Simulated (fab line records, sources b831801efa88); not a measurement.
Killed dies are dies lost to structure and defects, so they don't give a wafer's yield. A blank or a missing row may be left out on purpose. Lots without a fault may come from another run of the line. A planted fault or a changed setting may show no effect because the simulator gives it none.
A struck lot beside a sound one | flow sky130 | 44 steps out of a route of 708
Sound: wafers L409.1, L409.2, L409.4. Struck: wafers L419.2, L419.4, L419.5. The cause comes at the end.
At each step with rows: each side's tool, then ch and its chambers, then its first start. Under that, the readings that differ: sound wafers | struck wafers | difference of the means | sigmas: that difference in standard deviations of wafers without a fault.
alike: readings whose means differ by less than 2 such deviations, and words and numbers that are the same on both sides. not compared: withheld readings, readings that some wafer has no value for, bounds like >300 that may hide the same value, and numbers for which the record gives no deviation and whose values overlap.
The two part at a step that has a row with sigmas, a row that says differs or no value, or rows on one side only. Numbers that don't overlap but have no deviation are shown without sigmas and don't part them. A reading that every wafer of one side lacks parts them only if that side has two wafers or more.

first, 2 steps without rows for these wafers: SKY_DNWELL_DEVELOP_06 (develop time 60 s); SKY_DNWELL_IMPLANT_07.
SKY_DNWELL_STRIP_08: strips in O2/N2.
  sound on plasma_asher-03 ch 0,1, day 3 20:29; struck on plasma_asher-01 ch 0,1, day 5 17:07
  alike: drypump_motor_current_A, oes_product_au, strip_time_to_endpoint_s
  not compared: rf_hours_counter_h
SKY_DNWELL_TW_MEAS_09:
  sound on film_metro-03, day 3 20:35; struck on film_metro-03, day 5 17:13
  alike: DNWELL_TW
then, 7 steps without rows for these wafers: SKY_PWDE_DEHYDRATE_00 (time 60 s); SKY_PWDE_HMDS_01 (prime time 60 s); SKY_PWDE_COAT_02 (resist thk 3000 nm); SKY_PWDE_SOFTBAKE_03; SKY_PWDE_EXPOSE_04 (exposes mask PWDEM, target cd 840 nm); SKY_PWDE_PEB_05; SKY_PWDE_DEVELOP_06 (develop time 60 s).
SKY_PWDE_OVL_MEAS_07:
  sound on overlay-02, day 4 12:55; struck on overlay-01, day 6 12:01
  alike: PWDE_OVL
SKY_PWDE_IMPLANT_08:
  sound on implanter-01 ch 0, day 4 12:57; struck on implanter-03 ch 0, day 6 12:04
  reading                   | sound                | struck               | difference | sigmas
  beam_energy_keV           | 149.96 149.97 150.06 | 182.43 182.40 182.37 | +32.40     | +99 or more
  model.implant.rp_nm (nm)  | 437.7 437.7 437.7    | 514.8 514.8 514.8    | +77.1      |
  model.implant.drp_nm (nm) | 97.97 97.97 97.97    | 105 105 105          | +7         |
  alike: dose_ions_cm2
SKY_PWDE_STRIP_09: strips in O2/N2.
  sound on plasma_asher-02 ch 0,1, day 4 13:06; struck on plasma_asher-03 ch 0,1, day 6 12:12
  reading                      | sound             | struck            | difference | sigmas
  strip_time_to_endpoint_s (s) | 36.96 36.97 37.02 | 36.76 36.84 36.67 | -0.23      | -2
  alike: drypump_motor_current_A, oes_product_au
  not compared: rf_hours_counter_h
SKY_PWDE_TW_MEAS_10:
  sound on film_metro-04, day 4 13:12; struck on film_metro-03, day 6 12:19
  reading | sound       | struck      | difference | sigmas
  PWDE_TW | 379 380 378 | 371 373 372 | -7         | -2
then, 7 steps without rows for these wafers: SKY_NWELL_DEHYDRATE_03 (time 60 s); SKY_NWELL_HMDS_04 (prime time 60 s); SKY_NWELL_COAT_05 (resist thk 3000 nm); SKY_NWELL_SOFTBAKE_06; SKY_NWELL_EXPOSE_07 (exposes mask NWM, target cd 840 nm); SKY_NWELL_PEB_08; SKY_NWELL_DEVELOP_09 (develop time 60 s).
SKY_NWELL_OVL_MEAS_10:
  sound on overlay-02, day 5 07:02; struck on overlay-02, day 7 07:42
  alike: NWELL_00_OVL
then, 3 steps without rows for these wafers: SKY_NWELL_IMPLANT_11; SKY_NWELL_IMPLANT_12; SKY_NWELL_IMPLANT_13.
SKY_NWELL_STRIP_14: strips in O2/N2.
  sound on plasma_asher-04 ch 0,1, day 5 07:31; struck on plasma_asher-02 ch 0,1, day 7 08:11
  alike: drypump_motor_current_A, oes_product_au, strip_time_to_endpoint_s
  not compared: rf_hours_counter_h
SKY_NWELL_TW_MEAS_15:
  sound on film_metro-03, day 5 07:37; struck on film_metro-03, day 7 08:17
  alike: NWELL_TW
then, 7 steps without rows for these wafers: SKY_NWELL_DEHYDRATE_16 (time 60 s); SKY_NWELL_HMDS_17 (prime time 60 s); SKY_NWELL_COAT_18 (resist thk 3000 nm); SKY_NWELL_SOFTBAKE_19; SKY_NWELL_EXPOSE_20 (exposes mask NWM COMPLEMENT, target cd 840 nm); SKY_NWELL_PEB_21; SKY_NWELL_DEVELOP_22 (develop time 60 s).
SKY_NWELL_OVL_MEAS_23:
  sound on overlay-02, day 6 02:03; struck on overlay-02, day 8 04:26
  alike: NWELL_01_OVL
then, 1 step without rows for these wafers: SKY_NWELL_IMPLANT_24.
SKY_NWELL_STRIP_25: strips in O2/N2.
  sound on plasma_asher-04 ch 0,1, day 6 02:14; struck on plasma_asher-02 ch 0, day 8 04:37
  alike: drypump_motor_current_A, oes_product_au, strip_time_to_endpoint_s
  not compared: rf_hours_counter_h
SKY_NWELL_TW_MEAS_26:
  sound on film_metro-03, day 6 02:20; struck on film_metro-04, day 8 04:44
  alike: NWELL_2_TW
then, 1 step without rows for these wafers: SKY_NWELL_CLEAN_27 (cleans in SC1/SC2, time 150 s).
SKY_NWELL_RTA_28: time 30 s.
  sound on rtp_anneal-01 ch 0, day 6 02:27; struck on rtp_anneal-01 ch 0, day 8 04:51
  alike: lamp_power_pct, wafer_temp_C_max
SKY_NWELL_RS_MEAS_29: measures by four-point-probe.
  sound on film_metro-04, day 6 02:33; struck on film_metro-03, day 8 04:57
  reading           | sound             | struck            | difference | sigmas
  NWELL_RS (ohm/sq) | 621.1 622.5 621.3 | 627.0 624.7 626.2 | +4.3       | +3
SKY_NWELL_RS_MEAS_31: measures by four-point-probe.
  sound on film_metro-04, day 6 02:47; struck on film_metro-03, day 8 05:11
  reading          | sound          | struck         | difference | sigmas
  PWDE_RS (ohm/sq) | 5278 5274 5278 | 5235 5224 5211 | -53        | -3
-- the record jumps here: 41 days lie between the struck wafers' starts before and after (it left off in module NWELL and takes up again in module PAD_OPEN, whose first step shown is number 708 of the route) --
SKY_PAD_OPEN_PROBE_99:
  sound on prober-01, day 46 16:39; struck on prober-02, day 49 03:54
  reading                                 | sound                         | struck         | difference | sigmas
  model.etest.res_p_drift_20v.line_ohm_um | 1.211e+04 1.121e+04 1.108e+04 | 8705 8688 8593 | -2805      |
  model.etest.res_p_drift_20v.rs_ohm_sq   | 9964 9355 9217                | 7358 7317 7296 | -2188      |
  alike: killed_at_M0_to_M3, killed_at_M4_up, killed_at_contacts, killed_at_front_end, killed_at_other, killed_dies, killed_open, killed_short
  not compared: model.etest.res_pwde_under_gate.rs_ohm_sq

WHERE THEY PART
First at SKY_PWDE_IMPLANT_08; last, within this record, at SKY_NWELL_RS_MEAS_31. Later steps at which nothing parts them and some readings are alike: SKY_PAD_OPEN_PROBE_99.

WHY: what the simulator had put in
Process parameter drift: implanter-03, from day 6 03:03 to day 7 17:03, at SKY_PWDE_IMPLANT_08. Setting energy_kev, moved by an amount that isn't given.
